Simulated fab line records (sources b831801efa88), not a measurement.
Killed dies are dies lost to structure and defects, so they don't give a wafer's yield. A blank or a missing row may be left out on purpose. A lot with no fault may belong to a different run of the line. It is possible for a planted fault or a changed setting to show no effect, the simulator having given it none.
Which tool did it? | flow sky130 | 14 lots with 41 wafers sampled at 5 steps, on a route of 708 steps

## WHAT THE GAUGES READ, wafer by wafer
The record holds no reading of a measuring or inspecting step that can be judged against a usual standard deviation.

## WHAT TOOL EACH LOT RAN ON (gives the tool, then ch and the chambers of the sampled wafers, and finally the start)
lot  | SKY_METAL4_SPUTTER_02        | SKY_METAL4_SPUTTER_03        | SKY_CAP2M_CVD_00                | SKY_METAL4_ETCH_17                 | SKY_METAL4_METAL_ETCH_18
L634 | pvd_sputter-01, day 39 18:11 | pvd_sputter-01, day 39 18:13 | pecvd-03 ch 0,2, day 39 18:17   | rie_diel-04 ch 1,3, day 41 19:32   | rie_metal-04 ch 0,1, day 41 19:32
L635 | pvd_sputter-03, day 39 19:25 | pvd_sputter-03, day 39 19:28 | pecvd-01 ch 0,1, day 39 19:32   | rie_diel-02 ch 2,3, day 41 21:37   | rie_metal-03 ch 0,1, day 41 21:42
L638 | pvd_sputter-03, day 40 23:41 | pvd_sputter-03, day 40 23:44 | pecvd-01 ch 0,1,2, day 40 23:48 | rie_diel-03 ch 0,3, day 43 00:02   | rie_metal-03 ch 1, day 43 00:02
L639 | pvd_sputter-02, day 41 00:56 | pvd_sputter-02, day 41 00:58 | pecvd-04 ch 0,1,2, day 41 01:02 | rie_diel-02 ch 0,2, day 43 00:11   | rie_metal-04 ch 0,1, day 43 00:13
L640 | pvd_sputter-02, day 41 16:17 | pvd_sputter-02, day 41 16:19 | pecvd-03 ch 0,1,2, day 41 16:23 | rie_diel-04 ch 0,1,2, day 43 15:01 | rie_metal-03 ch 0, day 43 15:01
L641 | pvd_sputter-01, day 41 22:43 | pvd_sputter-01, day 41 22:46 | pecvd-01 ch 1,2, day 41 22:49   | rie_diel-04 ch 0,1,2, day 43 21:40 | rie_metal-04 ch 0, day 43 21:40
L642 | pvd_sputter-03, day 42 02:23 | pvd_sputter-03, day 42 02:25 | pecvd-04 ch 0,2, day 42 02:29   | rie_diel-02 ch 0,1,2, day 44 02:20 | rie_metal-02 ch 0,1, day 44 02:22
L643 | pvd_sputter-01, day 42 10:31 | pvd_sputter-01, day 42 10:33 | pecvd-04 ch 0,1, day 42 10:37   | rie_diel-04 ch 2,3, day 44 08:41   | rie_metal-02 ch 1, day 44 08:43
L644 | pvd_sputter-02, day 42 14:44 | pvd_sputter-02, day 42 14:47 | pecvd-04 ch 1,2, day 42 14:51   | rie_diel-03 ch 1,2, day 44 15:13   | rie_metal-04 ch 0,1, day 44 15:14
L646 | pvd_sputter-03, day 43 10:14 | pvd_sputter-03, day 43 10:17 | pecvd-04 ch 0,1, day 43 10:21   | rie_diel-04 ch 0,3, day 45 07:25   | rie_metal-03 ch 0,1, day 45 07:26
L647 | pvd_sputter-01, day 43 21:28 | pvd_sputter-01, day 43 21:30 | pecvd-01 ch 0,1,2, day 43 21:34 | rie_diel-02 ch 0,1,2, day 45 19:47 | rie_metal-03 ch 0,1, day 45 19:47
L652 | pvd_sputter-03, day 45 02:21 | pvd_sputter-03, day 45 02:23 | pecvd-04 ch 0, day 45 02:27     | rie_diel-03 ch 2, day 46 21:17     | rie_metal-04 ch 0, day 46 21:19
L656 | pvd_sputter-02, day 46 00:27 | pvd_sputter-02, day 46 00:29 | pecvd-04 ch 0,1, day 46 00:34   | rie_diel-02 ch 1,3, day 47 18:16   | rie_metal-03 ch 0,1, day 47 18:17
L657 | pvd_sputter-01, day 46 08:27 | pvd_sputter-01, day 46 08:29 | pecvd-04 ch 0,1, day 46 08:34   | rie_diel-03 ch 2,3, day 48 01:49   | rie_metal-03 ch 0, day 48 01:50
- SKY_METAL4_SPUTTER_02: material AlCu, target thk 735 nm, time 39.1 s.
- SKY_METAL4_SPUTTER_03: material Ti, target thk 5 nm, time 3.3 s.
- SKY_CAP2M_CVD_00: deposits SiO2, target thk 15.5 nm.
- SKY_METAL4_ETCH_17: etches SiO2 in C4F8/O2/Ar, stops on TiN, time 3.9 s, target depth 15 nm.
- SKY_METAL4_METAL_ETCH_18: etches the open film in Cl2/BCl3, stops on SiO2, target depth 845 nm, time 183.1 s.

## WHAT THE TOOLS THEMSELVES READ (means of the sampled wafers that have a number; where no wafer has one, the mark that the record gives instead)
SKY_METAL4_SPUTTER_02.
lot  | tool           | throttle_valve_pct (%)
L634 | pvd_sputter-01 | 30.6
L635 | pvd_sputter-03 | 29.6
L638 | pvd_sputter-03 | 29.8
L639 | pvd_sputter-02 | 29.4
L640 | pvd_sputter-02 | 29.2
L641 | pvd_sputter-01 | 30.4
L642 | pvd_sputter-03 | 29.9
L643 | pvd_sputter-01 | 29.1
L644 | pvd_sputter-02 | 29.8
L646 | pvd_sputter-03 | 29.7
L647 | pvd_sputter-01 | 30.6
L652 | pvd_sputter-03 | 29.6
L656 | pvd_sputter-02 | 30.6
L657 | pvd_sputter-01 | 29.6

SKY_METAL4_SPUTTER_03.
lot  | tool           | throttle_valve_pct (%)
L634 | pvd_sputter-01 | 30.5
L635 | pvd_sputter-03 | 29.7
L638 | pvd_sputter-03 | 29.6
L639 | pvd_sputter-02 | 29.3
L640 | pvd_sputter-02 | 29.3
L641 | pvd_sputter-01 | 30.4
L642 | pvd_sputter-03 | 29.9
L643 | pvd_sputter-01 | 29.2
L644 | pvd_sputter-02 | 29.8
L646 | pvd_sputter-03 | 29.5
L647 | pvd_sputter-01 | 30.4
L652 | pvd_sputter-03 | 29.9
L656 | pvd_sputter-02 | 30.4
L657 | pvd_sputter-01 | 29.4

SKY_CAP2M_CVD_00.
lot  | tool     | heater_power_w (W)
L634 | pecvd-03 | 786
L635 | pecvd-01 | 678
L638 | pecvd-01 | 768
L639 | pecvd-04 | 614
L640 | pecvd-03 | 747
L641 | pecvd-01 | 718
L642 | pecvd-04 | 715
L643 | pecvd-04 | 687
L644 | pecvd-04 | 576
L646 | pecvd-04 | 647
L647 | pecvd-01 | 731
L652 | pecvd-04 | 777
L656 | pecvd-04 | 593
L657 | pecvd-04 | 631

SKY_METAL4_ETCH_17.
lot  | tool        | oes_product_au (a.u.)
L634 | rie_diel-04 | 0.751
L635 | rie_diel-02 | 0.753
L638 | rie_diel-03 | 0.748
L639 | rie_diel-02 | 0.753
L640 | rie_diel-04 | 0.758
L641 | rie_diel-04 | 0.749
L642 | rie_diel-02 | 0.752
L643 | rie_diel-04 | 0.752
L644 | rie_diel-03 | 0.758
L646 | rie_diel-04 | 0.750
L647 | rie_diel-02 | 0.753
L652 | rie_diel-03 | 0.756
L656 | rie_diel-02 | 0.751
L657 | rie_diel-03 | 0.756

SKY_METAL4_METAL_ETCH_18.
lot  | tool         | drypump_motor_current_A (A) | oes_product_au (a.u.) | throttle_valve_pct (%)
L634 | rie_metal-04 | 5.7                         | 0.867                 | 22.254
L635 | rie_metal-03 | 5.9                         | 0.868                 | 22.264
L638 | rie_metal-03 | 5.8                         | 0.873                 | 22.275
L639 | rie_metal-04 | 5.7                         | 0.872                 | 22.267
L640 | rie_metal-03 | 5.9                         | 0.869                 | 22.268
L641 | rie_metal-04 | 6.0                         | 0.864                 | 22.257
L642 | rie_metal-02 | 5.4                         | 0.862                 | 22.263
L643 | rie_metal-02 | 5.8                         | 0.868                 | 22.260
L644 | rie_metal-04 | 5.7                         | 0.876                 | 22.257
L646 | rie_metal-03 | 5.9                         | 0.903                 | 22.268
L647 | rie_metal-03 | 5.8                         | 0.865                 | 22.254
L652 | rie_metal-04 | 6.0                         | 0.935                 | 22.265
L656 | rie_metal-03 | 5.8                         | 0.866                 | 22.270
L657 | rie_metal-03 | 5.9                         | 0.866                 | 22.264

## THE ANSWER, worked out from the rows above alone
Rule: the lots themselves supply what counts as usual. Put in order of their means at a reading, lots are off if they are a third of the lots or fewer, leave a main group of 4 or more, and stand apart from it by a gap of 3 or more times the standard deviation of the main group's means; of several such gaps the widest counts. The tables above print the reading to a certain number of digits; a main group whose means all agree to those digits is not used. A lot without any number at a reading at which 4 lots or more have one is off too. Where the step has rows for the other lots, those lots are counted as sound. After the gauges, taken in route order, come the tools' own readings; for these a lot's mean is taken, as printed above. At the first step where some lot is off, the reading lying furthest off is the one used; lots without a number count as furthest.
Off at SKY_METAL4_METAL_ETCH_18 (oes_product_au): L646, L652. Main group: mean 0.868 a.u., sd 0.0038.
If a tool, at that step or one of the process steps before it, ran each lot that is off and ran no sound lot following the first of them, it fits. One fits: SKY_METAL4_SPUTTER_02 and SKY_METAL4_SPUTTER_03 on pvd_sputter-03. At SKY_METAL4_SPUTTER_02 its last sound lot is L642 (day 42 02:23), its first lot that is off L646 (day 43 10:14): a fault that began between those two fits.

## WHAT THE SIMULATOR HAD INSERTED
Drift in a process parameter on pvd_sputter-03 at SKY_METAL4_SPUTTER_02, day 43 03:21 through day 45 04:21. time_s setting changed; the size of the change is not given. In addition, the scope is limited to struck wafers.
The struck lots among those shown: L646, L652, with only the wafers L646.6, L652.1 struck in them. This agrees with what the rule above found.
